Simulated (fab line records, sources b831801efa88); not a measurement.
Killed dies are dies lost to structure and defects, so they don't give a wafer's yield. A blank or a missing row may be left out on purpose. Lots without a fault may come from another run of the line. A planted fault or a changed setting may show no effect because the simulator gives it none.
fab line records | flow gf180mcu | part 1 of 2: steps 1 to 30 of 39
record lots=5 wafers=15 last_day=34
route steps=602 shown M5@526 V5@540
lots that met no fault: from a run of the same line without faults
start_h: hours from the record's first day to the start of the lot's first wafer shown | wait_h: hours since the lot's step before | " the same as in the row above | L1.1+2: a row that stands for several wafers | - no value, or no start given | * or withheld: withheld | < > ~ a bound
route shown NAME@n: a module of which the file shows steps, and the number in the route of the first | usual: mean/standard deviation of fault-free wafers | same: alike in all rows | chamber/n: place in a boat | sites: the reading at each site | _std_site: their standard deviation | _edge_site: outer sites' mean less inner sites' | radius_mm: how far each site lies from the wafer's centre | mask NAME#n: copy n | behind: the tool/chamber that last shaped the wafer | hold: why the lot was held/for how many hours/how that ended | device: the transistor (n, p or np) that didn't switch | end of line: the same wafers' tests at the end of the route | a step without rows: its recipe alone | killed: dies lost to structure and defects at the first sort, not the wafer's yield | map: a wafer's dies, x killed, . not, _ none there
set.NAME: the setting as run; set.NAME@STEP: as run at that earlier step | model.NAME: the simulator's own value behind a step, which no gauge read
lots at some steps of the route; a table a step, a row a wafer
services: from which hour (start_h, from the record's first day; less than 0 if before it) a tool's chamber was out of use, for how many hours, and why
## steps
# step GF_M5_DEHYDRATE_00
# recipe temp_c=200 time_s=60
# columns lot.wafer tool chamber start_h wait_h
L075.1+5+6 litho_track-02 0 602.52 9.9
L078.1+3+5 litho_track-03 0 627.24 9.4
L090.1+2+4 litho_track-02 0 723.92 7.8
L091.1+2+3 litho_track-04 0 729.31 8.3
L095.1+3+4 litho_track-04 0 747.21 7.4
# step GF_M5_HMDS_01
# recipe prime_time_s=60 prime_temp_c=120
# columns lot.wafer tool chamber start_h wait_h
L075.1+5+6 litho_track-02 0 602.67 0.1
L078.1+3+5 litho_track-03 0 627.39 0.1
L090.1+2+4 litho_track-02 0 724.07 0.1
L091.1+2+3 litho_track-04 0 729.46 0.1
L095.1+3+4 litho_track-04 0 747.36 0.1
# step GF_M5_COAT_02
# recipe resist=KrF spin_rpm=withheld resist_thk_nm=1000
# columns lot.wafer tool chamber start_h wait_h
L075.1+5+6 litho_track-02 0 602.82 0.1
L078.1+3+5 litho_track-03 0 627.54 0.1
L090.1+2+4 litho_track-02 0 724.22 0.1
L091.1+2+3 litho_track-04 0 729.61 0.1
L095.1+3+4 litho_track-04 0 747.51 0.1
# step GF_M5_SOFTBAKE_03
# recipe temp_c=130 time_s=60 resist=KrF
# columns lot.wafer tool chamber start_h wait_h
L075.1+5+6 litho_track-02 0 602.97 0.1
L078.1+3+5 litho_track-03 0 627.69 0.1
L090.1+2+4 litho_track-02 0 724.37 0.1
L091.1+2+3 litho_track-04 0 729.76 0.1
L095.1+3+4 litho_track-04 0 747.66 0.1
# step GF_M5_EXPOSE_04
# recipe mask_id=Metal5 target_cd_nm=280 na=0.68 source_shape=conventional sigma_outer=0.6 dose_mj=28
# usual reticle_temp_C=23.02/0.1
# same sigma_outer=0.6
# columns lot.wafer tool chamber start_h wait_h mask reticle_temp_C
L075.1 krf_scanner-01 0 - - Metal5#0 23.02
L075.5 " 0 " " Metal5#0 23.14
L075.6 " 0 " " Metal5#0 23.10
L078.1 krf_scanner-01 0 - - Metal5#0 23.22
L078.3 " 0 " " Metal5#0 23.15
L078.5 " 0 " " Metal5#0 23.04
L090.1 krf_scanner-02 0 - - Metal5#0 23.19
L090.2 " 0 " " Metal5#0 23.18
L090.4 " 0 " " Metal5#0 23.16
L091.1 krf_scanner-01 0 - - Metal5#0 23.07
L091.2 " 0 " " Metal5#0 22.97
L091.3 " 0 " " Metal5#0 22.93
L095.1 krf_scanner-02 0 - - Metal5#0 22.85
L095.3 " 0 " " Metal5#0 22.92
L095.4 " 0 " " Metal5#0 22.88
# step GF_M5_PEB_05
# recipe peb_temp_c=135 peb_time_s=90 resist=KrF
# columns lot.wafer tool chamber start_h wait_h
L075.1+5+6 litho_track-04 0 - -
L078.1+3+5 litho_track-04 0 - -
L090.1+2+4 litho_track-04 0 - -
L091.1+2+3 litho_track-03 0 - -
L095.1+3+4 litho_track-02 0 - -
# step GF_M5_DEVELOP_06
# recipe develop_time_s=60 dev_temp_c=21
# columns lot.wafer tool chamber start_h wait_h
L075.1+5+6 litho_track-04 0 613.31 0.2
L078.1+3+5 litho_track-04 0 637.76 0.2
L090.1+2+4 litho_track-04 0 733.51 0.2
L091.1+2+3 litho_track-03 0 738.34 0.2
L095.1+3+4 litho_track-02 0 755.36 0.2
# step GF_M5_CD_MEAS_07
# recipe target_cd_nm=280
# usual cd_nm=280.0/1.2
# columns lot.wafer tool chamber start_h wait_h cd_nm
L075.1 cd_sem-02 - 613.46 0.1 280.5
L075.5 " - " " 280.4
L075.6 " - " " 280.4
L078.1 cd_sem-02 - 637.91 0.1 281.3
L078.3 " - " " 281.3
L078.5 " - " " 281.0
L090.1 cd_sem-01 - 733.66 0.1 279.3
L090.2 " - " " 279.4
L090.4 " - " " 279.2
L091.1 cd_sem-01 - 738.49 0.1 280.0
L091.2 " - " " 279.9
L091.3 " - " " 280.6
L095.1 cd_sem-01 - 755.51 0.1 281.2
L095.3 " - " " 280.8
L095.4 " - " " 280.2
# step GF_M5_OVL_MEAS_08
# usual M5_OVL=-5/5.6
# columns lot.wafer tool chamber start_h wait_h M5_OVL[nm]
L075.1 overlay-01 - 613.58 0.1 -6
L075.5 " - " " -9
L075.6 " - " " -11
L078.1 overlay-01 - 638.03 0.1 -17
L078.3 " - " " -16
L078.5 " - " " -1
L090.1 overlay-02 - 733.78 0.1 8
L090.2 " - " " -7
L090.4 " - " " -7
L091.1 overlay-02 - 738.61 0.1 -6
L091.2 " - " " -6
L091.3 " - " " -4
L095.1 overlay-02 - 755.63 0.1 -12
L095.3 " - " " -12
L095.4 " - " " -11
# step GF_M5_ETCH_09
# recipe chemistry=CF4/O2 target=Si3N4 target_depth_nm=52 source_w=800 bias_w=150 pressure_mtorr=150 cf4_flow_sccm=80 O2_flow_sccm=10 time_s=11.6
# usual bias_w=150.0/0.4 chamber_pressure_mTorr=150.00/0.13 drypump_motor_current_A=5.8/0.41 oes_product_au=0.996/0.0099 throttle_valve_pct=5.969/0.0092
# columns lot.wafer tool chamber start_h wait_h bias_w chamber_pressure_mTorr drypump_motor_current_A oes_product_au rf_hours_counter_h throttle_valve_pct
L075.1 rie_diel-03 3 613.62 0.0 149.9 150.17 5.6 0.996 42 5.965
L075.5 " 2 " " 150.2 150.10 5.1 0.990 - 5.957
L075.6 " 3 " " 150.8 149.99 5.6 1.005 - 5.974
L078.1 rie_diel-01 0 638.07 0.0 149.7 149.92 5.6 0.997 11 5.973
L078.3 " 1 " " 149.6 150.09 6.7 1.003 67 5.987
L078.5 " 0 " " 149.2 149.92 5.6 0.992 - 5.981
L090.1 rie_diel-01 2 733.81 0.0 149.8 149.89 6.1 0.986 4 5.980
L090.2 " 3 " " 149.7 149.85 5.7 1.010 13 5.945
L090.4 " 1 " " 149.0 149.90 6.7 1.003 2 5.975
L091.1 rie_diel-03 2 738.65 0.0 150.7 150.13 5.1 0.987 22 5.960
L091.2 " 1 " " 149.8 150.17 6.4 0.992 3 5.971
L091.3 " 3 " " 150.4 150.02 5.6 0.999 48 5.973
L095.1 rie_diel-01 0 755.67 0.0 149.5 149.85 5.6 0.985 16 5.961
L095.3 " 1 " " 150.3 150.05 6.6 0.995 3 5.962
L095.4 " 2 " " 150.1 150.10 6.1 0.984 5 5.955
# step GF_M5_METAL_ETCH_10
# recipe chemistry=Cl2/BCl3 mask_material=KrF target_depth_nm=750.8 stop_on=SiO2 pressure_mtorr=8 icp_w=800 bias_w=140 Cl2_flow_sccm=80 bcl3_flow_sccm=40 time_s=125.1
# usual bias_w=140.0/0.44 chamber_pressure_mTorr=8.000/0.0077 drypump_motor_current_A=5.9/0.39 oes_product_au=0.990/0.0054 throttle_valve_pct=28.230/0.0088
# columns lot.wafer tool chamber start_h wait_h bias_w chamber_pressure_mTorr drypump_motor_current_A oes_product_au rf_hours_counter_h throttle_valve_pct
L075.1 rie_metal-01 0 613.64 0.0 141.2 8.008 6.1 0.988 11 28.218
L075.5 " 1 " " 140.0 8.003 6.0 0.995 - 28.215
L075.6 " 0 " " 139.7 7.993 6.1 0.994 - 28.232
L078.1 rie_metal-04 1 638.09 0.0 139.5 8.001 5.9 0.992 9 28.234
L078.3 " 1 " " 139.9 7.988 6.0 0.993 - 28.227
L078.5 " 1 " " 140.0 7.993 5.9 0.985 - 28.227
L090.1 rie_metal-01 0 733.84 0.0 140.1 7.997 6.1 0.992 16 28.228
L090.2 " 0 " " 140.2 7.990 6.1 0.988 - 28.243
L090.4 " 0 " " 140.1 8.002 6.1 0.994 - 28.233
L091.1 rie_metal-03 0 738.67 0.0 139.8 7.987 6.3 0.995 0 28.230
L091.2 " 1 " " 140.0 7.997 6.1 0.982 5 28.241
L091.3 " 0 " " 140.3 8.001 6.3 0.983 - 28.225
L095.1 rie_metal-03 0 755.69 0.0 139.1 7.991 6.3 0.983 1 28.233
L095.3 " 1 " " 140.0 7.999 6.1 0.985 - 28.228
L095.4 " 0 " " 139.6 8.014 6.3 0.981 - 28.236
# step GF_M5_STRIP_11
# recipe chemistry=O2/N2 power_w=1400 pressure_mtorr=1500 platen_temp_c=250 o2_flow_sccm=3000 n2_flow_sccm=300 overash_fraction=0.5
# usual chamber_pressure_mTorr=1500.0/1.4 drypump_motor_current_A=5.5/0.57 heater_power_w=361/39 oes_product_au=0.523/0.0046 strip_time_to_endpoint_s=7.03/0.043
# columns lot.wafer tool chamber start_h wait_h chamber_pressure_mTorr drypump_motor_current_A heater_power_w oes_product_au rf_hours_counter_h strip_time_to_endpoint_s
L075.1 plasma_asher-04 0 613.77 0.1 1498.8 4.9 380 0.524 97 7.04
L075.5 " 1 " " 1499.0 6.2 430 0.525 - 7.00
L075.6 " 0 " " 1498.7 4.9 371 0.532 - 7.08
L078.1 plasma_asher-02 0 638.22 0.1 1502.9 6.1 393 0.526 54 7.06
L078.3 " 0 " " 1502.7 6.1 398 0.526 - 7.10
L078.5 " 0 " " 1497.2 6.1 396 0.526 - 7.08
L090.1 plasma_asher-02 1 734.10 0.2 1502.2 5.1 335 0.524 63 7.00
L090.2 " 0 " " 1498.3 6.1 395 0.522 63 6.97
L090.4 " 0 " " 1499.6 6.1 389 0.520 - 6.99
L091.1 plasma_asher-02 0 738.80 0.1 1502.0 6.1 399 0.525 64 7.02
L091.2 " 1 " " 1500.3 5.1 341 0.528 64 7.03
L091.3 " 1 " " 1501.1 5.1 344 0.524 - 7.00
L095.1 plasma_asher-02 1 755.82 0.1 1498.8 5.1 333 0.531 67 7.05
L095.3 " 0 " " 1499.6 6.1 392 0.524 - 7.08
L095.4 " 1 " " 1502.7 5.1 339 0.531 - 7.12
# step GF_M5_STRIP_12
# recipe chemistry=post_etch_residue_remover time_s=1200 temp_c=72.5
# usual bath_heat_duty_pct=14.5/1.4
# columns lot.wafer tool chamber start_h wait_h bath_heat_duty_pct
L075.1 wet_bench-01 0 613.87 0.1 13.2
L075.5 " 0 " " 12.5
L075.6 " 0 " " 13.3
L078.1 wet_bench-04 0 638.32 0.1 15.9
L078.3 " 0 " " 18.9
L078.5 " 0 " " 17.3
L090.1 wet_bench-02 3 734.20 0.1 13.2
L090.2 " 3 " " 12.7
L090.4 " 3 " " 13.9
L091.1 wet_bench-01 2 738.90 0.1 14.4
L091.2 " 2 " " 13.8
L091.3 " 2 " " 15.2
L095.1 wet_bench-02 1 755.92 0.1 15.5
L095.3 " 1 " " 16.7
L095.4 " 1 " " 15.6
# step GF_M5_CLEAN_13
# recipe chemistry=DIW dry=n2_spin
# columns lot.wafer tool chamber start_h wait_h
L075.1+5+6 wet_bench-04 1 614.24 0.0
L078.1+3+5 wet_bench-02 3 638.69 0.0
L090.1+2+4 wet_bench-02 0 734.67 0.1
L091.1+2+3 wet_bench-01 1 739.58 0.0
L095.1+3+4 wet_bench-04 2 756.30 0.0
# step GF_V5_CVD_00
# recipe material=SiO2 target_thk_nm=300 sigma_open_frac=0.3 temp_c=400 time_s=50 sih4_flow_sccm=60 pressure_mtorr=6
# columns lot.wafer tool chamber start_h wait_h
L075.1+5+6 hdpcvd-02 2,2,1 614.33 0.0
L078.1+3+5 hdpcvd-02 1,0,0 638.79 0.0
L090.1+2+4 hdpcvd-02 1,0,1 734.76 0.0
L091.1+2+3 hdpcvd-01 1,2,0 739.77 0.0
L095.1+3+4 hdpcvd-01 1,2,1 756.39 0.0
# step GF_V5_THK_MEAS_01
# recipe reads=SiO2_of_V5_CVD_00
# usual V5_CVD_00_THK=300/3
# columns lot.wafer tool chamber start_h wait_h V5_CVD_00_THK[nm]
L075.1 film_metro-03 - 614.38 0.0 303
L075.5 " - " " 304
L075.6 " - " " 302
L078.1 film_metro-03 - 638.84 0.0 301
L078.3 " - " " 299
L078.5 " - " " 300
L090.1 film_metro-01 - 734.80 0.0 300
L090.2 " - " " 295
L090.4 " - " " 296
L091.1 film_metro-01 - 739.81 0.0 302
L091.2 " - " " 302
L091.3 " - " " 301
L095.1 film_metro-03 - 756.43 0.0 299
L095.3 " - " " 301
L095.4 " - " " 302
# step GF_V5_CVD_02
# recipe material=SiO2 target_thk_nm=1450 precursor=TEOS temp_c=400 time_s=163.28 rf_w=600
# usual heater_power_w=628/78
# columns lot.wafer tool chamber start_h wait_h heater_power_w
L075.1 pecvd-01 1 614.44 0.1 804
L075.5 " 1 " " 668
L075.6 " 2 " " 635
L078.1 pecvd-02 1 638.90 0.1 664
L078.3 " 0 " " 629
L078.5 " 1 " " 541
L090.1 pecvd-01 1 734.86 0.1 797
L090.2 " 2 " " 533
L090.4 " 2 " " 616
L091.1 pecvd-04 2 739.87 0.1 646
L091.2 " 0 " " 681
L091.3 " 1 " " 642
L095.1 pecvd-01 1 756.49 0.1 823
L095.3 " 0 " " 552
L095.4 " 1 " " 674
# step GF_V5_THK_MEAS_03
# recipe reads=SiO2_of_V5_CVD_02
# usual V5_CVD_02_THK=1440/21
# columns lot.wafer tool chamber start_h wait_h V5_CVD_02_THK[nm]
L075.1 film_metro-01 - 614.54 0.1 1411
L075.5 " - " " 1449
L075.6 " - " " 1448
L078.1 film_metro-01 - 639.00 0.1 1415
L078.3 " - " " 1449
L078.5 " - " " 1448
L090.1 film_metro-02 - 734.97 0.1 1420
L090.2 " - " " 1434
L090.4 " - " " 1451
L091.1 film_metro-01 - 739.98 0.1 1424
L091.2 " - " " 1424
L091.3 " - " " 1421
L095.1 film_metro-01 - 756.60 0.1 1420
L095.3 " - " " 1452
L095.4 " - " " 1456
# step GF_V5_CMP_04
# recipe material=SiO2 down_force_psi=4 platen_rpm=60 pad_velocity_m_s=0.94248
# usual motor_current_A=12.2/1.3 platen_rpm=60.00/0.041
# columns lot.wafer tool chamber start_h wait_h motor_current_A platen_rpm
L075.1 cmp-01 3 614.60 0.1 13.5 60.00
L075.5 " 3 " " 14.3 59.94
L075.6 " 0 " " 10.6 60.06
L078.3 cmp-02 0 639.11 0.1 13.9 60.04
L078.1 " 1 " " 10.4 60.03
L078.5 " 1 " " 9.8 60.01
L090.1 cmp-02 3 735.03 0.1 12.5 59.98
L090.2 " 0 " " 13.7 59.94
L090.4 " 2 " " 11.0 59.99
L091.2 cmp-02 2 740.04 0.0 11.3 60.06
L091.1 " 3 " " 12.4 60.09
L091.3 " 1 " " 10.5 59.98
L095.3 cmp-02 1 756.66 0.0 10.0 60.01
L095.1 " 2 " " 11.2 59.95
L095.4 " 0 " " 13.8 59.98
# step GF_V5_BOW_MEAS_05
# recipe mode=bow
# usual V5_BOW=134/8.3
# columns lot.wafer tool chamber start_h wait_h V5_BOW[um]
L075.1 film_metro-03 - 614.90 0.2 125
L075.5 " - " " 141
L075.6 " - " " 125
L078.1 film_metro-03 - 639.41 0.2 141
L078.3 " - " " 129
L078.5 " - " " 143
L090.1 film_metro-03 - 735.33 0.2 139
L090.2 " - " " 130
L090.4 " - " " 141
L091.1 film_metro-01 - 740.34 0.2 136
L091.2 " - " " 129
L091.3 " - " " 130
L095.1 film_metro-01 - 756.96 0.2 141
L095.3 " - " " 137
L095.4 " - " " 130
# step GF_V5_DEHYDRATE_06
# recipe temp_c=200 time_s=60
# columns lot.wafer tool chamber start_h wait_h
L075.1+5+6 litho_track-04 0 624.11 9.2
L078.1+3+5 litho_track-02 0 648.67 9.2
L090.1+2+4 litho_track-04 0 743.16 7.8
L091.1+2+3 litho_track-01 0 748.23 7.9
L095.1+3+4 litho_track-01 0 764.78 7.8
# step GF_V5_HMDS_07
# recipe prime_time_s=60 prime_temp_c=120
# columns lot.wafer tool chamber start_h wait_h
L075.1+5+6 litho_track-04 0 624.26 0.1
L078.1+3+5 litho_track-02 0 648.82 0.1
L090.1+2+4 litho_track-04 0 743.31 0.1
L091.1+2+3 litho_track-01 0 748.38 0.1
L095.1+3+4 litho_track-01 0 764.93 0.1
# step GF_V5_COAT_08
# recipe resist=BARC temp_c=withheld time_s=withheld spin_rpm=withheld resist_thk_nm=withheld
# columns lot.wafer tool chamber start_h wait_h
L075.1+5+6 litho_track-04 0 624.41 0.1
L078.1+3+5 litho_track-02 0 648.97 0.1
L090.1+2+4 litho_track-04 0 743.46 0.1
L091.1+2+3 litho_track-01 0 748.53 0.1
L095.1+3+4 litho_track-01 0 765.08 0.1
# step GF_V5_COAT_09
# recipe resist=KrF spin_rpm=withheld resist_thk_nm=1000
# columns lot.wafer tool chamber start_h wait_h
L075.1+5+6 litho_track-04 0 - -
L078.1+3+5 litho_track-02 0 - -
L090.1+2+4 litho_track-04 0 - -
L091.1+2+3 litho_track-01 0 - -
L095.1+3+4 litho_track-01 0 - -
# step GF_V5_SOFTBAKE_10
# recipe temp_c=130 time_s=60 resist=KrF
# columns lot.wafer tool chamber start_h wait_h
L075.1+5+6 litho_track-04 0 - -
L078.1+3+5 litho_track-02 0 - -
L090.1+2+4 litho_track-04 0 - -
L091.1+2+3 litho_track-01 0 - -
L095.1+3+4 litho_track-01 0 - -
# step GF_V5_EXPOSE_11
# recipe mask_id=Via5 target_cd_nm=260 na=0.68 source_shape=conventional sigma_outer=0.6 dose_mj=38
# usual reticle_temp_C=23.00/0.11
# same sigma_outer=0.6
# columns lot.wafer tool chamber start_h wait_h mask reticle_temp_C
L075.1 krf_scanner-01 0 - - Via5#0 23.03
L075.5 " 0 " " Via5#0 23.03
L075.6 " 0 " " Via5#0 22.85
L078.1 krf_scanner-02 0 - - Via5#0 23.00
L078.3 " 0 " " Via5#0 22.96
L078.5 " 0 " " Via5#0 22.90
L090.1 krf_scanner-02 0 - - Via5#0 22.91
L090.2 " 0 " " Via5#0 22.89
L090.4 " 0 " " Via5#0 22.82
L091.1 krf_scanner-02 0 - - Via5#0 23.10
L091.2 " 0 " " Via5#0 23.09
L091.3 " 0 " " Via5#0 23.01
L095.1 krf_scanner-01 0 - - Via5#0 23.04
L095.3 " 0 " " Via5#0 22.91
L095.4 " 0 " " Via5#0 22.86
# step GF_V5_PEB_12
# recipe peb_temp_c=135 peb_time_s=90 resist=KrF
# columns lot.wafer tool chamber start_h wait_h
L075.1+5+6 litho_track-02 0 - -
L078.1+3+5 litho_track-01 0 - -
L090.1+2+4 litho_track-02 0 - -
L091.1+2+3 litho_track-01 0 - -
L095.1+3+4 litho_track-01 0 - -
# step GF_V5_DEVELOP_13
# recipe develop_time_s=60 resist=KrF dev_temp_c=21
# columns lot.wafer tool chamber start_h wait_h
L075.1+5+6 litho_track-02 0 634.77 0.2
L078.1+3+5 litho_track-01 0 659.18 0.2
L090.1+2+4 litho_track-02 0 752.11 0.2
L091.1+2+3 litho_track-01 0 756.78 0.2
L095.1+3+4 litho_track-01 0 773.08 0.2
# step GF_V5_CD_MEAS_14
# recipe target_cd_nm=260
# usual cd_nm=260.0/1.2
# columns lot.wafer tool chamber start_h wait_h cd_nm
L075.1 cd_sem-01 - 634.92 0.1 262.3
L075.5 " - " " 261.7
L075.6 " - " " 260.7
L078.1 cd_sem-01 - 659.33 0.1 261.1
L078.3 " - " " 260.1
L078.5 " - " " 259.7
L090.1 cd_sem-01 - 752.26 0.1 257.8
L090.2 " - " " 257.8
L090.4 " - " " 258.2
L091.1 cd_sem-02 - 756.93 0.1 259.0
L091.2 " - " " 258.5
L091.3 " - " " 257.7
L095.1 cd_sem-01 - 773.23 0.1 261.9
L095.3 " - " " 263.3
L095.4 " - " " 261.5
# step GF_V5_OVL_MEAS_15
# usual V5_OVL=1/4.9
# columns lot.wafer tool chamber start_h wait_h V5_OVL[nm]
L075.1 overlay-01 - 635.04 0.1 -7
L075.5 " - " " -2
L075.6 " - " " -1
L078.1 overlay-01 - 659.45 0.1 -1
L078.3 " - " " -1
L078.5 " - " " -6
L090.1 overlay-01 - 752.38 0.1 -3
L090.2 " - " " -9
L090.4 " - " " -9
L091.1 overlay-01 - 757.05 0.1 1
L091.2 " - " " 10
L091.3 " - " " 0
L095.1 overlay-02 - 773.35 0.1 -4
L095.3 " - " " 4
L095.4 " - " " 7
